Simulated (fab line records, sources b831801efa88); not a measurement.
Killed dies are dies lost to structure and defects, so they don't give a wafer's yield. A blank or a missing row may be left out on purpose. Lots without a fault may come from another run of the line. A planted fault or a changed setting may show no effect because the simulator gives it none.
Which tool did it? | flow gf180mcu | 24 lots, 72 wafers sampled, at 6 steps of a route of 602

WHAT THE GAUGES READ, wafer by wafer
The record holds no reading of a measuring or inspecting step that can be judged against a usual standard deviation.

WHICH TOOL RAN EACH LOT (tool, then ch and the chambers of the sampled wafers, then the start)
lot  | GF_V3_SPUTTER_22             | GF_V3_CVD_23                  | GF_V3_CMP_26                  | GF_M4_SPUTTER_02             | GF_V4_ETCH_16                      | GF_MIM_STRIP_20
L074 | pvd_sputter-04, day 22 10:53 | cvd_w-01 ch 0,1, day 22 10:56 | cmp-02 ch 1,2,3, day 22 11:13 | pvd_sputter-03, day 22 11:39 | rie_diel-03 ch 1,2,3, day 24 10:34 | plasma_asher-04 ch 0,1, day 25 09:52
L075 | pvd_sputter-03, day 22 12:55 | cvd_w-02 ch 0,1, day 22 12:57 | cmp-01 ch 0,1,3, day 22 13:20 | pvd_sputter-01, day 22 13:40 | rie_diel-03 ch 0,1,2, day 24 12:29 | plasma_asher-03 ch 0,1, day 25 12:01
L076 | pvd_sputter-02, day 22 21:35 | cvd_w-01 ch 0, day 22 21:38   | cmp-02 ch 0,1, day 22 22:01   | pvd_sputter-04, day 22 22:24 | rie_diel-01 ch 1,2,3, day 24 20:35 | plasma_asher-03 ch 0, day 25 19:32
L077 | pvd_sputter-03, day 23 17:13 | cvd_w-02 ch 0,1, day 23 17:16 | cmp-01 ch 2,3, day 23 17:33   | pvd_sputter-04, day 23 17:59 | rie_diel-02 ch 2,3, day 25 15:07   | plasma_asher-04 ch 0,1, day 26 17:41
L078 | pvd_sputter-02, day 24 02:27 | cvd_w-02 ch 1, day 24 02:29   | cmp-01 ch 1,3, day 24 02:53   | pvd_sputter-04, day 24 03:20 | rie_diel-02 ch 1,3, day 26 00:05   | plasma_asher-04 ch 0,1, day 26 20:25
L080 | pvd_sputter-02, day 24 20:11 | cvd_w-02 ch 0,1, day 24 20:14 | cmp-02 ch 0,1,2, day 24 20:34 | pvd_sputter-01, day 24 20:57 | rie_diel-01 ch 0,1,3, day 26 14:43 | plasma_asher-04 ch 0,1, day 27 13:29
L079 | pvd_sputter-03, day 24 22:34 | cvd_w-02 ch 0,1, day 24 22:35 | cmp-02 ch 0,1,3, day 24 22:56 | pvd_sputter-01, day 24 23:19 | rie_diel-02 ch 0,3, day 26 17:05   | plasma_asher-03 ch 0,1, day 27 15:05
L082 | pvd_sputter-02, day 25 08:20 | cvd_w-02 ch 0,1, day 25 08:25 | cmp-02 ch 1,2,3, day 25 08:49 | pvd_sputter-03, day 25 09:07 | rie_diel-02 ch 1,2,3, day 27 01:47 | plasma_asher-04 ch 0,1, day 27 23:34
L081 | pvd_sputter-02, day 25 09:56 | cvd_w-01 ch 0,1, day 25 09:58 | cmp-01 ch 0,3, day 25 10:19   | pvd_sputter-01, day 25 10:41 | rie_diel-01 ch 0,1,3, day 27 03:08 | plasma_asher-03 ch 0,1, day 28 00:53
L083 | pvd_sputter-02, day 25 17:13 | cvd_w-01 ch 0,1, day 25 17:16 | cmp-02 ch 0,1, day 25 17:33   | pvd_sputter-03, day 25 17:59 | rie_diel-03 ch 0,2,3, day 27 10:22 | plasma_asher-03 ch 0,1, day 28 07:38
L084 | pvd_sputter-03, day 26 03:10 | cvd_w-02 ch 0, day 26 03:13   | cmp-01 ch 1,2,3, day 26 03:30 | pvd_sputter-01, day 26 03:56 | rie_diel-01 ch 1,2,3, day 27 19:40 | plasma_asher-03 ch 0,1, day 28 16:56
L085 | pvd_sputter-03, day 26 10:31 | cvd_w-02 ch 0,1, day 26 10:34 | cmp-02 ch 1,2,3, day 26 10:57 | pvd_sputter-01, day 26 11:17 | rie_diel-03 ch 1,2, day 28 04:01   | plasma_asher-04 ch 0,1, day 29 00:37
L086 | pvd_sputter-03, day 26 11:29 | cvd_w-01 ch 0,1, day 26 11:34 | cmp-01 ch 0,3, day 26 11:49   | pvd_sputter-01, day 26 12:15 | rie_diel-02 ch 0,1,3, day 28 04:49 | plasma_asher-01 ch 0,1, day 29 02:16
L087 | pvd_sputter-02, day 26 22:52 | cvd_w-01 ch 0,1, day 26 22:55 | cmp-02 ch 0,1,3, day 26 23:19 | pvd_sputter-03, day 26 23:39 | rie_diel-01 ch 0,1, day 28 16:43   | plasma_asher-04 ch 0,1, day 29 13:43
L088 | pvd_sputter-03, day 26 23:55 | cvd_w-01 ch 0,1, day 26 23:58 | cmp-02 ch 0,1,3, day 27 00:28 | pvd_sputter-01, day 27 00:51 | rie_diel-01 ch 0,2, day 28 18:17   | plasma_asher-04 ch 0,1, day 29 14:37
L089 | pvd_sputter-02, day 27 10:28 | cvd_w-01 ch 0,1, day 27 10:31 | cmp-01 ch 0,3, day 27 10:48   | pvd_sputter-01, day 27 11:14 | rie_diel-01 ch 0,1,3, day 29 04:07 | plasma_asher-03 ch 0,1, day 30 00:38
L090 | pvd_sputter-02, day 27 17:28 | cvd_w-01 ch 0,1, day 27 17:31 | cmp-01 ch 1,2, day 27 17:51   | pvd_sputter-03, day 27 18:14 | rie_diel-03 ch 0,3, day 29 10:34   | plasma_asher-03 ch 0,1, day 30 06:32
L091 | pvd_sputter-02, day 27 19:17 | cvd_w-02 ch 0,1, day 27 19:20 | cmp-01 ch 0,1,2, day 27 19:40 | pvd_sputter-01, day 27 20:03 | rie_diel-01 ch 0,1,2, day 29 12:23 | plasma_asher-04 ch 0,1, day 30 09:05
L092 | pvd_sputter-02, day 28 03:49 | cvd_w-02 ch 0,1, day 28 03:52 | cmp-02 ch 1,2, day 28 04:09   | pvd_sputter-03, day 28 04:35 | rie_diel-02 ch 0,1,3, day 29 19:50 | plasma_asher-03 ch 0,1, day 30 15:46
L093 | pvd_sputter-03, day 28 14:35 | cvd_w-01 ch 0, day 28 14:38   | cmp-02 ch 0,1,3, day 28 15:01 | pvd_sputter-03, day 28 15:21 | rie_diel-03 ch 2,3, day 30 07:01   | plasma_asher-04 ch 0,1, day 31 03:07
L094 | pvd_sputter-03, day 28 18:37 | cvd_w-01 ch 0,1, day 28 18:40 | cmp-02 ch 0,1, day 28 18:57   | pvd_sputter-03, day 28 19:23 | rie_diel-02 ch 1,2, day 30 10:07   | plasma_asher-03 ch 0,1, day 31 06:20
L095 | pvd_sputter-02, day 29 00:45 | cvd_w-02 ch 0, day 29 00:47   | cmp-01 ch 1,3, day 29 01:05   | pvd_sputter-01, day 29 01:31 | rie_diel-03 ch 0,2,3, day 30 15:49 | plasma_asher-04 ch 0,1, day 31 11:01
L096 | pvd_sputter-02, day 29 08:37 | cvd_w-01 ch 0,1, day 29 08:40 | cmp-02 ch 0,2,3, day 29 08:57 | pvd_sputter-04, day 29 09:23 | rie_diel-03 ch 1,2, day 30 23:25   | plasma_asher-01 ch 0,1, day 31 18:32
L097 | pvd_sputter-04, day 29 17:05 | cvd_w-01 ch 0,1, day 29 17:08 | cmp-02 ch 0,3, day 29 17:25   | pvd_sputter-03, day 29 17:51 | rie_diel-01 ch 1,2,3, day 31 07:44 | plasma_asher-01 ch 0,1, day 32 02:14
- GF_V3_SPUTTER_22: material TiN, target thk 10 nm, time 40 s.
- GF_V3_CVD_23: deposits W, target thk 350 nm, time 104.9 s.
- GF_V3_CMP_26: polishes, stops on SiO2, t overpolish 15 s, target thk 0 nm.
- GF_M4_SPUTTER_02: material AlCu, target thk 450 nm, time 23.9 s.
- GF_V4_ETCH_16: etches BARC in N2/H2.
- GF_MIM_STRIP_20: strips in O2/N2.

WHAT THE TOOLS THEMSELVES READ (means of the sampled wafers that have a number; where no wafer has one, the mark that the record gives instead)
GF_V3_SPUTTER_22.
lot  | tool           | throttle_valve_pct (%)
L074 | pvd_sputter-04 | 30.3
L075 | pvd_sputter-03 | 30.5
L076 | pvd_sputter-02 | 30.7
L077 | pvd_sputter-03 | 29.8
L078 | pvd_sputter-02 | 31.3
L080 | pvd_sputter-02 | 31.2
L079 | pvd_sputter-03 | 29.2
L082 | pvd_sputter-02 | 30.6
L081 | pvd_sputter-02 | 30.4
L083 | pvd_sputter-02 | 31.2
L084 | pvd_sputter-03 | 30.5
L085 | pvd_sputter-03 | 30.0
L086 | pvd_sputter-03 | 28.7
L087 | pvd_sputter-02 | 30.8
L088 | pvd_sputter-03 | 30.2
L089 | pvd_sputter-02 | 31.0
L090 | pvd_sputter-02 | 30.6
L091 | pvd_sputter-02 | 30.6
L092 | pvd_sputter-02 | 30.5
L093 | pvd_sputter-03 | 30.3
L094 | pvd_sputter-03 | 30.1
L095 | pvd_sputter-02 | 30.8
L096 | pvd_sputter-02 | 30.6
L097 | pvd_sputter-04 | 30.5

GF_V3_CVD_23.
lot  | tool     | heater_power_w (W)
L074 | cvd_w-01 | 956
L075 | cvd_w-02 | 943
L076 | cvd_w-01 | 916
L077 | cvd_w-02 | 951
L078 | cvd_w-02 | 883
L080 | cvd_w-02 | 911
L079 | cvd_w-02 | 927
L082 | cvd_w-02 | 940
L081 | cvd_w-01 | 970
L083 | cvd_w-01 | 940
L084 | cvd_w-02 | 973
L085 | cvd_w-02 | 921
L086 | cvd_w-01 | 966
L087 | cvd_w-01 | 957
L088 | cvd_w-01 | 964
L089 | cvd_w-01 | 973
L090 | cvd_w-01 | 955
L091 | cvd_w-02 | 924
L092 | cvd_w-02 | 915
L093 | cvd_w-01 | 948
L094 | cvd_w-01 | 954
L095 | cvd_w-02 | 983
L096 | cvd_w-01 | 978
L097 | cvd_w-01 | 965

GF_V3_CMP_26.
lot  | tool   | motor_current_A (A) | overpolish_run_s (s) | time_to_endpoint_s (s)
L074 | cmp-02 | 10.9                | 15.003               | 87
L075 | cmp-01 | 10.5                | 14.998               | 85
L076 | cmp-02 | 10.0                | 14.989               | 83
L077 | cmp-01 | 10.1                | 14.994               | 94
L078 | cmp-01 | 11.2                | 14.997               | 85
L080 | cmp-02 | 10.3                | 15.005               | 80
L079 | cmp-02 | 10.5                | 14.996               | 86
L082 | cmp-02 | 11.1                | 14.997               | 84
L081 | cmp-01 | 10.8                | 15.013               | 86
L083 | cmp-02 | 10.4                | 15.006               | 76
L084 | cmp-01 | 10.7                | 14.986               | 88
L085 | cmp-02 | 11.1                | 15.003               | 87
L086 | cmp-01 | 10.7                | 15.002               | 90
L087 | cmp-02 | 10.8                | 14.998               | 85
L088 | cmp-02 | 10.1                | 15.000               | 81
L089 | cmp-01 | 10.8                | 14.999               | 93
L090 | cmp-01 | 10.9                | 14.996               | 88
L091 | cmp-01 | 10.1                | 15.004               | 91
L092 | cmp-02 | 10.7                | 14.996               | 74
L093 | cmp-02 | 10.5                | 15.005               | 81
L094 | cmp-02 | 10.1                | 14.993               | 78
L095 | cmp-01 | 11.4                | 15.007               | 84
L096 | cmp-02 | 11.1                | 14.997               | 87
L097 | cmp-02 | 10.7                | 14.995               | 87

GF_M4_SPUTTER_02.
lot  | tool           | throttle_valve_pct (%)
L074 | pvd_sputter-03 | 29.6
L075 | pvd_sputter-01 | 28.4
L076 | pvd_sputter-04 | 31.4
L077 | pvd_sputter-04 | 30.5
L078 | pvd_sputter-04 | 29.5
L080 | pvd_sputter-01 | 29.0
L079 | pvd_sputter-01 | 28.9
L082 | pvd_sputter-03 | 30.3
L081 | pvd_sputter-01 | 29.1
L083 | pvd_sputter-03 | 30.2
L084 | pvd_sputter-01 | 29.4
L085 | pvd_sputter-01 | 28.8
L086 | pvd_sputter-01 | 29.0
L087 | pvd_sputter-03 | 30.0
L088 | pvd_sputter-01 | 29.4
L089 | pvd_sputter-01 | 28.8
L090 | pvd_sputter-03 | 30.0
L091 | pvd_sputter-01 | 29.3
L092 | pvd_sputter-03 | 30.1
L093 | pvd_sputter-03 | 30.6
L094 | pvd_sputter-03 | 29.9
L095 | pvd_sputter-01 | 28.8
L096 | pvd_sputter-04 | 29.1
L097 | pvd_sputter-03 | 29.8

GF_V4_ETCH_16.
lot  | tool        | drypump_motor_current_A (A) | h2_flow_sccm (sccm) | oes_product_au (a.u.) | throttle_valve_pct (%)
L074 | rie_diel-03 | 5.9                         | 200.5               | 0.851                 | 13.210
L075 | rie_diel-03 | 5.8                         | 200.7               | 0.858                 | 13.221
L076 | rie_diel-01 | 5.4                         | 200.1               | 0.849                 | 13.223
L077 | rie_diel-02 | 5.7                         | 200.5               | 0.855                 | 13.225
L078 | rie_diel-02 | 5.6                         | 200.3               | 0.852                 | 13.228
L080 | rie_diel-01 | 5.8                         | 199.6               | 0.858                 | 13.222
L079 | rie_diel-02 | 5.3                         | 199.8               | 0.851                 | 13.234
L082 | rie_diel-02 | 5.6                         | 200.3               | 0.850                 | 13.217
L081 | rie_diel-01 | 5.8                         | 200.3               | 0.858                 | 13.226
L083 | rie_diel-03 | 5.9                         | 200.1               | 0.853                 | 13.230
L084 | rie_diel-01 | 5.4                         | 200.3               | 0.857                 | 13.218
L085 | rie_diel-03 | 5.7                         | 200.3               | 0.855                 | 13.220
L086 | rie_diel-02 | 5.4                         | 199.8               | 0.853                 | 13.229
L087 | rie_diel-01 | 5.7                         | 200.4               | 0.852                 | 13.222
L088 | rie_diel-01 | 5.1                         | 200.0               | 0.856                 | 13.224
L089 | rie_diel-01 | 5.8                         | 200.1               | 0.856                 | 13.218
L090 | rie_diel-03 | 6.2                         | 200.0               | 0.852                 | 13.221
L091 | rie_diel-01 | 5.2                         | 200.4               | 0.859                 | 13.231
L092 | rie_diel-02 | 5.4                         | 200.3               | 0.847                 | 13.222
L093 | rie_diel-03 | 5.7                         | 200.4               | 0.851                 | 13.224
L094 | rie_diel-02 | 5.8                         | 199.8               | 0.859                 | 13.224
L095 | rie_diel-03 | 5.9                         | 200.1               | 0.852                 | 13.228
L096 | rie_diel-03 | 5.7                         | 199.7               | 0.852                 | 13.228
L097 | rie_diel-01 | 5.4                         | 199.8               | 0.846                 | 13.223

GF_MIM_STRIP_20.
lot  | tool            | drypump_motor_current_A (A) | heater_power_w (W) | oes_product_au (a.u.) | strip_time_to_endpoint_s (s)
L074 | plasma_asher-04 | 5.5                         | 330                | 0.692                 | 11.30
L075 | plasma_asher-03 | 5.6                         | 342                | 0.694                 | 11.23
L076 | plasma_asher-03 | 5.4                         | 326                | 0.695                 | 11.21
L077 | plasma_asher-04 | 5.5                         | 334                | 0.698                 | 11.31
L078 | plasma_asher-04 | 5.5                         | 333                | 0.701                 | 11.36
L080 | plasma_asher-04 | 5.8                         | 313                | 0.689                 | 11.27
L079 | plasma_asher-03 | 5.6                         | 336                | 0.699                 | 11.31
L082 | plasma_asher-04 | 5.8                         | 322                | 0.691                 | 11.20
L081 | plasma_asher-03 | 5.8                         | 356                | 0.690                 | 11.22
L083 | plasma_asher-03 | 5.8                         | 359                | 0.694                 | 11.27
L084 | plasma_asher-03 | 5.7                         | 341                | 0.697                 | 11.30
L085 | plasma_asher-04 | 5.8                         | 322                | 0.694                 | 11.28
L086 | plasma_asher-01 | 5.2                         | 379                | 0.686                 | 11.20
L087 | plasma_asher-04 | 5.5                         | 334                | 0.692                 | 11.16
L088 | plasma_asher-04 | 5.8                         | 319                | 0.693                 | 11.26
L089 | plasma_asher-03 | 5.6                         | 337                | 0.690                 | 11.19
L090 | plasma_asher-03 | 5.6                         | 344                | 0.693                 | 11.19
L091 | plasma_asher-04 | 5.5                         | 342                | 0.688                 | 11.17
L092 | plasma_asher-03 | 5.6                         | 338                | 0.688                 | 11.19
L093 | plasma_asher-04 | 5.5                         | 334                | 0.691                 | 11.25
L094 | plasma_asher-03 | 5.6                         | 341                | 0.688                 | 11.21
L095 | plasma_asher-04 | 5.8                         | 325                | 0.690                 | 11.20
L096 | plasma_asher-01 | 5.1                         | 381                | 0.696                 | 11.21
L097 | plasma_asher-01 | 5.2                         | 380                | 0.693                 | 11.20

THE ANSWER, worked out from the rows above alone
Rule: what is usual is taken from the lots themselves. Put in order of their means at a reading, lots are off if they are a third of the lots or fewer, leave a main group of 4 or more, and stand apart from it by a gap of 3 or more times the standard deviation of the main group's means; of several such gaps the widest counts. A main group whose means are all the same, to the digits that the tables above print for the reading, isn't used. A lot without any number at a reading at which 4 lots or more have one is off too. The other lots that the step has rows for count as sound. The gauges are gone through in route order, then the tools' own readings, and for those a lot's mean is taken as printed above. The first step at which some lot is off is used, and at that step the reading that is off furthest; a lot without a number counts as furthest.
No lot is off at any reading shown: from this, nothing can be told.

WHAT THE SIMULATOR HAD PUT IN
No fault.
